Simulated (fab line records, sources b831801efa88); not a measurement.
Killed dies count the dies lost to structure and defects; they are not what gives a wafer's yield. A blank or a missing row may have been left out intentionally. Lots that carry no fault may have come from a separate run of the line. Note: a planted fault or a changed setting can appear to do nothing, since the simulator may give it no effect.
The tool behind it: which one? | flow sky130 | 24 lots, 72 wafers sampled, at 2 steps of a route of 708

WHAT EACH GAUGE READ, for each wafer
SKY_POLY_GATE_THK_MEAS_01. Usual: POLY_GATE_CVD_00_THK typically reads 179.6 nm, with standard deviation 1.7.
lot  | measured     | on            | POLY_GATE_CVD_00_THK (nm) | flag
L074 | day 13 21:14 | film metro-02 | 180.6 178.9 179.0         |
L075 | day 14 02:15 | film metro-02 | 179.6 178.6 178.0         |
L076 | day 14 15:12 | film metro-02 | 181.0 180.5 181.6         |
L077 | day 14 20:08 | film metro-02 | 180.9 179.4 180.0         |
L078 | day 15 12:56 | film metro-01 | 183.6 181.4 183.5         |
L079 | day 15 15:58 | film metro-01 | 179.3 180.3 181.3         |
L080 | day 16 02:26 | film metro-04 | 179.1 179.6 178.9         |
L081 | day 16 10:38 | film metro-01 | 178.0 176.9 177.4         |
L082 | day 16 14:38 | film metro-04 | 183.6 181.9 180.6         |
L083 | day 17 05:01 | film metro-02 | 179.8 179.6 180.6         |
L084 | day 17 05:01 | film metro-04 | 179.8 177.6 179.0         |
L085 | day 17 15:52 | film metro-01 | 181.1 179.9 180.1         |
L086 | day 18 06:10 | film metro-01 | 179.3 180.0 179.5         |
L087 | day 18 11:41 | film metro-02 | 180.4 179.7 180.6         |
L088 | day 18 19:34 | film metro-01 | 176.9 175.7 176.4         |
L089 | day 19 04:34 | film metro-01 | 176.8 179.1 178.4         |
L090 | day 19 17:06 | film metro-04 | 178.7 178.8 180.2         |
L091 | day 20 07:56 | film metro-04 | 182.5 182.0 181.3         |
L093 | day 20 23:28 | film metro-02 | 181.0 181.1 180.6         |
L092 | day 20 23:29 | film metro-01 | 178.9 181.4 179.5         |
L095 | day 21 04:25 | film metro-01 | 180.6 180.2 178.6         |
L094 | day 21 09:59 | film metro-02 | 177.1 176.3 177.7         |
L096 | day 21 17:58 | film metro-02 | 177.4 179.2 178.6         |
L097 | day 22 04:54 | film metro-02 | 178.8 179.0 179.0         |

SKY_LDD_LDN_TW_MEAS_13. Usual: LDD_LDN_TW typically reads 1480, with standard deviation 10.
lot  | measured     | on            | LDD_LDN_TW     | flag
L074 | day 22 14:47 | film metro-02 | 1484 1486 1481 |
L075 | day 22 19:59 | film metro-02 | 1478 1487 1484 |
L076 | day 23 15:14 | film metro-03 | 1466 1465 1472 |
L077 | day 23 20:34 | film metro-03 | 1454 1460 1457 |
L078 | day 24 14:47 | film metro-02 | 1466 1461 1472 |
L079 | day 24 15:41 | film metro-04 | 1489 1494 1493 |
L080 | day 25 03:40 | film metro-02 | 1476 1479 1482 |
L081 | day 25 10:53 | film metro-03 | 1475 1485 1484 |
L082 | day 25 17:58 | film metro-02 | 1483 1473 1490 |
L083 | day 26 07:44 | film metro-02 | 1474 1482 1478 |
L084 | day 26 08:58 | film metro-02 | 1486 1482 1480 |
L085 | day 26 17:07 | film metro-04 | 1500 1506 1505 |
L086 | day 27 06:50 | film metro-03 | 1475 1479 1474 |
L087 | day 27 12:50 | film metro-02 | 1474 1481 1480 |
L088 | day 27 17:47 | film metro-02 | 1471 1468 1471 |
L089 | day 28 05:29 | film metro-02 | 1475 1474 1477 |
L090 | day 28 15:40 | film metro-03 | 1469 1485 1473 |
L091 | day 29 02:58 | film metro-03 | 1476 1472 1478 |
L093 | day 29 19:20 | film metro-04 | 1491 1508 1501 |
L092 | day 29 20:15 | film metro-03 | 1473 1473 1470 |
L095 | day 29 22:29 | film metro-02 | 1474 1478 1490 |
L094 | day 30 05:57 | film metro-04 | 1497 1493 1494 |
L096 | day 30 09:35 | film metro-02 | 1477 1485 1472 |
L097 | day 30 22:32 | film metro-02 | 1484 1481 1478 |

WHICH TOOL RAN EACH LOT (tool, then ch and the chambers of the sampled wafers, then the start)
Record: no process step prior to these readings.

AS READ BY THE TOOLS THEMSELVES (means over the sampled wafers that have a number; for cases with no such wafer, the mark the record gives instead)
The record holds no such reading with a usual standard deviation.

THE ANSWER, worked out from the rows above alone
Rule: take the mean of a lot's wafers that have a number; if it is more than 3 standard deviations from the usual mean, the lot is off. A lot without any number at a reading at which 4 lots or more have one is off too. Any other lot the step has rows for is counted as sound. First the gauges in route order, then the tools' own readings, where a lot's mean is used as printed above. The first step at which some lot is off is used, and at that step the reading that is off furthest; a lot without a number counts as furthest.
Across all readings shown, no lot is off: no conclusion can be drawn from this.

WHAT THE SIMULATOR HAD INSERTED
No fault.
